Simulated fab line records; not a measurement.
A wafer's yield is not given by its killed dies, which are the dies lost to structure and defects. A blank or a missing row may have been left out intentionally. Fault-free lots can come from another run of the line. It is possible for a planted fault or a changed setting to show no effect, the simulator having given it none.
Which tool is to blame? | flow sfq-line | 45 wafers from 15 lots sampled at 2 of the route's 325 steps

WHAT THE GAUGES READ, wafer by wafer
SFQ_M4_RS_MEAS_924: the measuring method here is four-point-probe.
lot  | measured     | on            | M4_NB_RS (ohm/sq)
L884 | day 43 15:30 | film-metro-02 | 0.446 0.448 0.441
L885 | day 44 05:33 | film-metro-02 | 0.439 0.447 0.445
L886 | day 44 09:09 | film-metro-02 | 0.440 0.443 0.442
L889 | day 45 05:19 | film-metro-01 | 0.886 0.895 0.891
L895 | day 48 16:05 | film-metro-03 | 0.909 0.903 0.899
L896 | day 48 20:56 | film-metro-02 | 0.873 0.877 0.868
L897 | day 48 22:06 | film-metro-01 | 0.881 0.902 0.888
L899 | day 49 08:50 | film-metro-02 | 0.900 0.894 0.901
L900 | day 49 12:26 | film-metro-03 | 0.896 0.884 0.878
L901 | day 49 14:50 | film-metro-01 | 0.897 0.905 0.898
L902 | day 49 19:39 | film-metro-01 | 0.888 0.882 0.892
L903 | day 49 23:14 | film-metro-02 | 0.885 0.874 0.869
L904 | day 50 05:13 | film-metro-01 | 0.897 0.890 0.881
L905 | day 50 11:14 | film-metro-01 | 0.907 0.912 0.914
L906 | day 51 22:52 | film-metro-01 | 0.877 0.888 0.872

TOOL THAT RAN EACH LOT (tool first, then ch and the chambers of the sampled wafers, then the start)
lot  | SFQ_TRILAYER_M4_DEP_SPUTTER_091
L884 | pvd-sputter-04, day 43 15:09
L885 | pvd-sputter-05, day 44 05:12
L886 | pvd-sputter-05, day 44 08:48
L889 | pvd-sputter-06, day 45 05:12
L895 | pvd-sputter-05, day 48 15:59
L896 | pvd-sputter-06, day 48 20:48
L897 | pvd-sputter-05, day 48 21:59
L899 | pvd-sputter-05, day 49 08:43
L900 | pvd-sputter-04, day 49 12:19
L901 | pvd-sputter-05, day 49 14:43
L902 | pvd-sputter-04, day 49 19:31
L903 | pvd-sputter-06, day 49 23:07
L904 | pvd-sputter-04, day 50 05:07
L905 | pvd-sputter-05, day 50 11:07
L906 | pvd-sputter-06, day 51 22:46
- SFQ_TRILAYER_M4_DEP_SPUTTER_091: material Nb, target thk 200 nm, time 133.3 s.

WHAT THE TOOLS THEMSELVES READ (means of the sampled wafers that have a number; where no wafer has one, the mark that the record gives instead)
SFQ_TRILAYER_M4_DEP_SPUTTER_091.
lot  | tool           | substrate-temp-c (C) | throttle-valve-pct (%)
L884 | pvd-sputter-04 | 20.04                | 30.5
L885 | pvd-sputter-05 | 19.98                | 30.9
L886 | pvd-sputter-05 | 20.01                | 30.1
L889 | pvd-sputter-06 | 20.01                | 30.8
L895 | pvd-sputter-05 | 19.98                | 30.2
L896 | pvd-sputter-06 | 19.98                | 29.5
L897 | pvd-sputter-05 | 20.02                | 30.9
L899 | pvd-sputter-05 | 19.98                | 30.5
L900 | pvd-sputter-04 | 20.07                | 30.1
L901 | pvd-sputter-05 | 20.05                | 30.5
L902 | pvd-sputter-04 | 19.96                | 30.3
L903 | pvd-sputter-06 | 20.08                | 29.4
L904 | pvd-sputter-04 | 19.90                | 30.6
L905 | pvd-sputter-05 | 20.03                | 29.7
L906 | pvd-sputter-06 | 19.97                | 30.2

THE ANSWER, worked out from the rows above alone
Rule: what is usual is taken from the lots themselves. The widest of any qualifying gaps counts: lots, ordered by their means at a reading, are off when they make up no more than a third of the lots, leave a main group of 4 or more, and stand apart from it by 3 or more times the standard deviation of that group's means. The tables above print the reading to a certain number of digits; a main group whose means all agree to those digits is not used. A lot without any number at a reading at which 4 lots or more have one is off too. The other lots that the step has rows for count as sound. The gauges are gone through in route order, then the tools' own readings, and for those a lot's mean is taken as printed above. At the first step where some lot is off, the reading lying furthest off is the one used; lots without a number count as furthest.
Off: L884, L885, L886, seen at SFQ_M4_RS_MEAS_924 (M4_NB_RS). Mean 0.890 ohm/sq and standard deviation 0.011 in the main group.
A tool fits if, at a process step before that reading, it ran every lot that is off, and no sound lot after the first of them. Gauges at SFQ_M4_RS_MEAS_924: tried the same way as those tools. No candidate that was tried fits.

WHAT THE SIMULATOR HAD INSERTED
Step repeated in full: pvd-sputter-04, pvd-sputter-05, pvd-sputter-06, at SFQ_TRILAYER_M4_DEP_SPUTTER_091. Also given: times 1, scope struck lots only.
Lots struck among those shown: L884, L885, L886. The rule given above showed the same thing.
